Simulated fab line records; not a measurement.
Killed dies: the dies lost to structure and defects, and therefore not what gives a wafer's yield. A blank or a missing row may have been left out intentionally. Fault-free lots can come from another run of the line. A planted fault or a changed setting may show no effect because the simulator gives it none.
Chamber matching | flow gf180mcu | GF_V5_CMP_04 on cmp-02: 4 sister chambers
The step polishes SiO2. 7 wafers are shown with their chamber, then 7 later ones without.

WAFERS, EACH WITH ITS CHAMBER
wafer  | chamber | motor current A (A) | head pressure psi (psi)
L708.1 | 0       | 14.1                | 3.994
L708.2 | 1       | 10.1                | 3.992
L709.2 | 1       | 10.1                | 3.978
L709.3 | 2       | 14.0                | 3.996
L709.6 | 2       | 15.1                | 3.993
L711.2 | 3       | 12.7                | 4.013
L711.3 | 0       | 13.5                | 3.995

WAFERS WITH NO CHAMBER GIVEN
wafer  | motor current A (A) | head pressure psi (psi)
L711.4 | 15.1                | 4.007
L721.1 | 10.7                | 4.001
L721.4 | 12.7                | 4.009
L721.5 | 13.3                | 4.002
L724.2 | 13.3                | 4.007
L724.5 | 14.7                | 4.003
L724.6 | 12.6                | 4.013

CHAMBER TAKEN BY EACH
wafer  | from the rows above          | in truth
L711.4 | can't be placed: 2 or 0      | 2
L721.1 | can't be placed: 1 or 3      | 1
L721.4 | 3                            | 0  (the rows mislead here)
L721.5 | can't be placed: 0 or 3 or 2 | 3
L724.2 | can't be placed: 3 or 0 or 2 | 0
L724.5 | can't be placed: 2 or 0      | 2
L724.6 | 3                            | 3
Correctly placed: 1 of 7. Can't be placed from these rows: 5 (the true chamber is among the candidates in 5). Number placed wrongly: 1.
How it was worked out, from the rows above alone: a wafer's distance from a chamber is the root of the sum, over the readings, of the square of ((its reading less the chamber's mean) divided by the reading's scatter). The wafer belongs to the nearest chamber; if the next one is less than 2 further off, it can't be placed. The mean given for a chamber averages the wafers shown for that chamber. How the scatter is found: for the shown wafers, subtract from each reading the mean of its chamber, square and add these, divide the total by (wafers less chambers), then take the root.
